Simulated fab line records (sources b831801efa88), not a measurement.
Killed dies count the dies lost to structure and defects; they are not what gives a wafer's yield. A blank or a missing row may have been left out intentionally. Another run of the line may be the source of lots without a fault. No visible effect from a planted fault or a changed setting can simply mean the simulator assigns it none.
Which tool did it?	flow sky130	33 wafers from 11 lots sampled at 5 of the route's 708 steps

## WHAT THE GAUGES READ, wafer by wafer
The record holds no reading of a measuring or inspecting step that can be judged against a usual standard deviation.

## WHICH TOOL RAN EACH LOT (tool, then ch and the chambers of the sampled wafers, then the start)
lot	SKY_METAL4_SPUTTER_00	SKY_METAL4_SPUTTER_04	SKY_METAL4_STRIP_19	SKY_VIA4_STRIP_13	SKY_PAD_OPEN_PROBE_99
L900	pvd-sputter-01, day 40 00:26	pvd-sputter-01, day 40 00:33	plasma-asher-01 ch 0,1, day 42 02:02	plasma-asher-04 ch 0,1, day 43 02:05	prober-02, day 46 01:21
L901	pvd-sputter-02, day 40 08:31	pvd-sputter-02, day 40 08:37	plasma-asher-04 ch 0,1, day 42 10:44	plasma-asher-03 ch 0,1, day 43 10:31	prober-01, day 46 08:00
L902	pvd-sputter-04, day 40 09:47	pvd-sputter-04, day 40 09:53	plasma-asher-02 ch 0,1, day 42 11:06	plasma-asher-04 ch 0,1, day 43 11:23	prober-02, day 46 09:20
L903	pvd-sputter-02, day 40 17:23	pvd-sputter-02, day 40 17:29	plasma-asher-02 ch 0,1, day 42 18:38	plasma-asher-03 ch 0,1, day 43 18:08	prober-01, day 46 15:23
L904	pvd-sputter-01, day 41 02:44	pvd-sputter-01, day 41 02:50	plasma-asher-02 ch 0,1, day 43 02:43	plasma-asher-03 ch 0,1, day 44 02:11	prober-02, day 46 23:10
L905	pvd-sputter-02, day 41 08:29	pvd-sputter-02, day 41 08:35	plasma-asher-04 ch 0,1, day 43 08:18	plasma-asher-02 ch 0,1, day 44 07:44	prober-01, day 47 03:16
L908	pvd-sputter-01, day 42 03:17	pvd-sputter-01, day 42 03:23	plasma-asher-02 ch 0,1, day 44 02:03	plasma-asher-03 ch 0,1, day 45 00:41	prober-02, day 47 20:25
L911	pvd-sputter-02, day 43 09:44	pvd-sputter-02, day 43 09:51	plasma-asher-01 ch 0,1, day 45 05:57	plasma-asher-03 ch 0,1, day 46 04:17	prober-02, day 48 20:01
L913	pvd-sputter-01, day 43 13:23	pvd-sputter-01, day 43 13:29	plasma-asher-02 ch 0,1, day 45 10:54	plasma-asher-04 ch 0,1, day 46 09:05	prober-01, day 48 22:35
L918	pvd-sputter-04, day 44 23:01	pvd-sputter-04, day 44 23:07	plasma-asher-02 ch 0,1, day 46 18:30	plasma-asher-03 ch 0,1, day 47 15:20	prober-02, day 50 02:21
L923	pvd-sputter-04, day 45 23:42	pvd-sputter-04, day 45 23:48	plasma-asher-02 ch 0,1, day 47 17:50	plasma-asher-04 ch 0,1, day 48 13:50	prober-01, day 50 20:32
- SKY_METAL4_SPUTTER_00: material Ti, target thk 15 nm, time 10 s.
- SKY_METAL4_SPUTTER_04: material TiN, target thk 70 nm, time 58.3 s.
- SKY_METAL4_STRIP_19: strips in O2/N2.
- SKY_VIA4_STRIP_13: strips in O2/N2.
- SKY_PAD_OPEN_PROBE_99

## WHAT THE TOOLS THEMSELVES READ (means of the sampled wafers that have a number; where no wafer has one, the mark that the record gives instead)
SKY_METAL4_SPUTTER_00.
lot	tool	throttle-valve-pct (%)
L900	pvd-sputter-01	29.5
L901	pvd-sputter-02	30.4
L902	pvd-sputter-04	30.1
L903	pvd-sputter-02	30.6
L904	pvd-sputter-01	30.4
L905	pvd-sputter-02	30.3
L908	pvd-sputter-01	30.7
L911	pvd-sputter-02	30.5
L913	pvd-sputter-01	31.0
L918	pvd-sputter-04	30.1
L923	pvd-sputter-04	30.1

SKY_METAL4_SPUTTER_04.
lot	tool	throttle-valve-pct (%)
L900	pvd-sputter-01	29.3
L901	pvd-sputter-02	30.6
L902	pvd-sputter-04	30.0
L903	pvd-sputter-02	30.3
L904	pvd-sputter-01	30.3
L905	pvd-sputter-02	30.4
L908	pvd-sputter-01	30.8
L911	pvd-sputter-02	30.1
L913	pvd-sputter-01	30.9
L918	pvd-sputter-04	30.0
L923	pvd-sputter-04	30.0

SKY_METAL4_STRIP_19.
lot	tool	drypump-motor-current-A (A)	oes-product-au (a.u.)	strip-time-to-endpoint-s (s)
L900	plasma-asher-01	5.0	0.504	6.53
L901	plasma-asher-04	5.2	0.504	6.59
L902	plasma-asher-02	5.7	0.507	6.54
L903	plasma-asher-02	5.7	0.499	6.41
L904	plasma-asher-02	5.7	0.503	6.59
L905	plasma-asher-04	5.2	0.504	6.49
L908	plasma-asher-02	5.6	0.504	6.50
L911	plasma-asher-01	5.2	0.504	6.53
L913	plasma-asher-02	5.7	0.500	6.51
L918	plasma-asher-02	5.7	0.504	6.56
L923	plasma-asher-02	5.6	0.507	6.56

SKY_VIA4_STRIP_13.
lot	tool	drypump-motor-current-A (A)	oes-product-au (a.u.)	strip-time-to-endpoint-s (s)
L900	plasma-asher-04	5.1	0.715	12.789
L901	plasma-asher-03	5.9	0.705	12.767
L902	plasma-asher-04	5.1	0.708	12.787
L903	plasma-asher-03	5.9	0.712	12.815
L904	plasma-asher-03	5.9	0.713	12.804
L905	plasma-asher-02	5.6	0.712	12.778
L908	plasma-asher-03	5.9	0.711	12.822
L911	plasma-asher-03	6.0	0.710	12.823
L913	plasma-asher-04	5.1	0.707	12.820
L918	plasma-asher-03	5.9	0.711	12.771
L923	plasma-asher-04	5.2	0.711	12.795

SKY_PAD_OPEN_PROBE_99.
lot	tool	defect-limited-yield (%)	killed_at_M0_to_M3	killed_at_M4_up	killed-at-contacts	killed-at-front-end	killed-at-other	killed-dies	killed-on-rim	killed-open	killed-short	sort_bin_3_pad_short (%)	sort_bin_5_function (%)	sort_bin_6_memory (%)	sort-n-pass	sort-yield-pct (%)
L900	prober-02	82.2	45	3.7	22	16	0.3	87	21	49	39	0.6	11.1	6.1	405	82.2
L901	prober-01	78.9	55	4.0	25	20	0.0	104	22	56	48	0.9	13.0	7.2	388	78.9
L902	prober-02	80.4	47	3.3	29	17	0.3	96	17	50	46	0.7	11.9	6.9	396	80.4
L903	prober-01	82.9	37	2.7	23	21	0.3	84	15	46	38	0.9	10.2	5.9	408	82.9
L904	prober-02	80.8	52	5.0	26	11	0.3	95	19	53	41	0.8	10.5	7.9	397	80.8
L905	prober-01	81.0	45	3.7	27	17	0.3	93	21	50	43	1.1	10.7	7.2	399	81.0
L908	prober-02	83.6	39	3.0	26	11	0.7	81	15	47	34	0.7	9.9	5.8	411	83.6
L911	prober-02	80.8	48	3.7	24	18	0.7	94	18	58	37	0.7	11.7	6.8	398	80.8
L913	prober-01	79.3	43	21.0	28	10	0.0	102	23	47	37	1.7	12.5	6.5	390	79.3
L918	prober-02	84.5	38	2.3	20	15	0.7	76	14	47	29	0.5	9.9	5.0	416	84.5
L923	prober-01	80.8	51	4.7	25	13	0.7	94	16	52	42	0.5	11.5	7.2	398	80.8

## THE ANSWER, worked out from the rows above alone
Rule: the usual values come from the lots themselves. Put in order of their means at a reading, lots are off if they are a third of the lots or fewer, leave a main group of 4 or more, and stand apart from it by a gap of 3 or more times the standard deviation of the main group's means; of several such gaps the widest counts. Not used: any main group whose means are identical at the precision the tables above print for the reading. Also off: a lot with no number at a reading for which 4 or more lots have one. The other lots that the step has rows for count as sound. First the gauges in route order, then the tools' own readings, where a lot's mean is used as printed above. At the first step where some lot is off, the reading lying furthest off is the one used; lots without a number count as furthest.
Off: L913, at SKY_PAD_OPEN_PROBE_99 (killed_at_M4_up). The main group: mean 3.6, standard deviation 0.79.
If a tool, at that step or one of the process steps before it, ran each lot that is off and ran no sound lot following the first of them, it fits. One fits: pvd-sputter-01 at SKY_METAL4_SPUTTER_00 and SKY_METAL4_SPUTTER_04. At SKY_METAL4_SPUTTER_00 its last sound lot is L908 (day 42 03:17), its first lot that is off L913 (day 43 13:23): a fault that began between those two fits.

## WHAT THE SIMULATOR HAD INSERTED
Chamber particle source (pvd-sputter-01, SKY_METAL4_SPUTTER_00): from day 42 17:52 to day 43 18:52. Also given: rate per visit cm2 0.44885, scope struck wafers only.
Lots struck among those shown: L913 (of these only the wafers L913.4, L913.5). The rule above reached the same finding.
